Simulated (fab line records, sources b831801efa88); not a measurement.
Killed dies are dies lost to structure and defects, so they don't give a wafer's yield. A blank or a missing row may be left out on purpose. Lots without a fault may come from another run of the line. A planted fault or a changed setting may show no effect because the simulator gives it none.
Tool commonality check | flow gf180mcu | 12 lots, 42 wafers sampled

WHY IT WAS OPENED
At GF_M4_CD_MEAS_14 the reading cd_nm is flagged on 2 of 12 lots. Wafers without a fault read 280.4 nm, standard deviation 1.3.
Rule: a lot is flagged when every wafer of it that has a number lies more than 4 standard deviations from that mean, or none has a number. The other lots count as sound.

lot  | measured     | on        | cd_nm (nm), wafer by wafer          | flag
L165 | day 23 09:56 | cd_sem-01 | 278.7 278.5 278.4                   |
L166 | day 23 15:02 | cd_sem-01 | 281.7 279.9 280.4                   |
L167 | day 23 23:29 | cd_sem-01 | 277.8 277.4 278.4                   |
L174 | day 26 21:29 | cd_sem-02 | 293.6 294.1 293.1 293.7 293.8 293.0 | FLAGGED
L176 | day 27 15:09 | cd_sem-01 | 291.4 289.4 290.4 291.7 289.5 290.3 | FLAGGED
L177 | day 27 15:38 | cd_sem-02 | 281.5 282.7 281.6                   |
L182 | day 29 02:58 | cd_sem-01 | 284.0 282.9 282.6                   |
L185 | day 29 17:03 | cd_sem-02 | 280.6 280.7 281.2                   |
L184 | day 29 18:01 | cd_sem-02 | 279.0 279.5 280.3                   |
L186 | day 30 01:11 | cd_sem-02 | 278.9 278.7 278.9                   |
L187 | day 30 03:27 | cd_sem-02 | 280.8 279.3 278.7                   |
L188 | day 30 10:52 | cd_sem-01 | 278.8 279.1 280.5                   |
The numbers of the flagged lots are 292.0 nm on average: +11.6 nm against the usual, or +9 standard deviations.

WHICH TOOL RAN EACH LOT
The record holds 3 process steps before the reading, out of a route of 602 steps. In each cell: the tool, then ch and the chambers that the sampled wafers went through, then the start.
lot  | flag    | GF_V2_CVD_23                  | GF_M4_SPUTTER_02             | GF_M4_PEB_12
L165 |         | cvd_w-01 ch 0,1, day 20 07:08 | pvd_sputter-01, day 22 10:58 | litho_track-04 ch 0, day 23 09:37
L166 |         | cvd_w-02 ch 0,1, day 20 13:25 | pvd_sputter-02, day 22 16:17 | litho_track-02 ch 0, day 23 14:41
L167 |         | cvd_w-01 ch 0, day 20 22:03   | pvd_sputter-01, day 23 01:08 | litho_track-03 ch 0, day 23 23:08
L174 | FLAGGED | cvd_w-01 ch 0,1, day 24 03:09 | pvd_sputter-01, day 26 01:54 | litho_track-03 ch 0, day 26 21:08
L176 | FLAGGED | cvd_w-02 ch 0,1, day 24 20:11 | pvd_sputter-02, day 26 18:28 | litho_track-03 ch 0, day 27 14:50
L177 |         | cvd_w-01 ch 0,1, day 24 18:18 | pvd_sputter-02, day 26 19:23 | litho_track-02 ch 0, day 27 15:20
L182 |         | cvd_w-02 ch 0, day 26 12:32   | pvd_sputter-03, day 28 07:35 | litho_track-02 ch 0, day 29 02:39
L185 |         | cvd_w-01 ch 0,1, day 27 03:26 | pvd_sputter-02, day 28 22:17 | litho_track-02 ch 0, day 29 16:43
L184 |         | cvd_w-02 ch 0,1, day 27 04:41 | pvd_sputter-01, day 28 23:20 | litho_track-02 ch 0, day 29 17:42
L186 |         | cvd_w-02 ch 0,1, day 27 12:43 | pvd_sputter-02, day 29 06:47 | litho_track-02 ch 0, day 30 00:50
L187 |         | cvd_w-01 ch 0, day 27 14:40   | pvd_sputter-01, day 29 08:38 | litho_track-02 ch 0, day 30 03:07
L188 |         | cvd_w-01 ch 0,1, day 27 21:56 | pvd_sputter-02, day 29 16:47 | litho_track-04 ch 0, day 30 10:32
What these steps do:
- GF_V2_CVD_23: deposits W, target thk 350 nm, time 104.94 s.
- GF_M4_SPUTTER_02: material AlCu, target thk 450 nm, time 23.9 s.
- GF_M4_PEB_12: peb time 90 s.
- GF_M4_CD_MEAS_14: target cd 280 nm.

FLAGGED OVER TOTAL, TOOL BY TOOL (the gauges that took the reading come last)
step             | tool           | lots run | flagged | share of the flagged lots | sound lots run after its first flagged lot
GF_V2_CVD_23     | cvd_w-01       | 7        | 1       | some                      | 4 (L177,L185,L187,L188)
GF_V2_CVD_23     | cvd_w-02       | 5        | 1       | some                      | 3 (L182,L184,L186)
GF_M4_SPUTTER_02 | pvd_sputter-01 | 5        | 1       | some                      | 2 (L184,L187)
GF_M4_SPUTTER_02 | pvd_sputter-02 | 6        | 1       | some                      | 4 (L177,L185,L186,L188)
GF_M4_SPUTTER_02 | pvd_sputter-03 | 1        | 0       | none                      | -
GF_M4_PEB_12     | litho_track-02 | 7        | 0       | none                      | -
GF_M4_PEB_12     | litho_track-03 | 3        | 2       | all                       | 0
GF_M4_PEB_12     | litho_track-04 | 2        | 0       | none                      | -
GF_M4_CD_MEAS_14 | cd_sem-01      | 6        | 1       | some                      | 2 (L182,L188)
GF_M4_CD_MEAS_14 | cd_sem-02      | 6        | 1       | some                      | 5 (L177,L185,L184,L186,L187)

WHAT THE TABLE ALLOWS
1 row of the table ran every flagged lot: litho_track-03 at GF_M4_PEB_12.
- litho_track-03 at GF_M4_PEB_12: 2 of its 3 lots flagged. Its last sound lot is L167 (day 23 23:08), its first flagged lot L174 (day 26 21:08): a fault that began between those two fits. Its own readings lie more than 4 standard deviations out on every wafer of the flagged lots: heater_power_total_W, plate_temp_C.
One tool is left: litho_track-03 at GF_M4_PEB_12.

WHAT THE SIMULATOR HAD PUT IN
Process parameter drift: litho_track-03, from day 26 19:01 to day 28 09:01, at GF_M4_PEB_12. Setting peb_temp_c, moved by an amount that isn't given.
Lots struck among those shown: L174, L176. The rule above found the same.
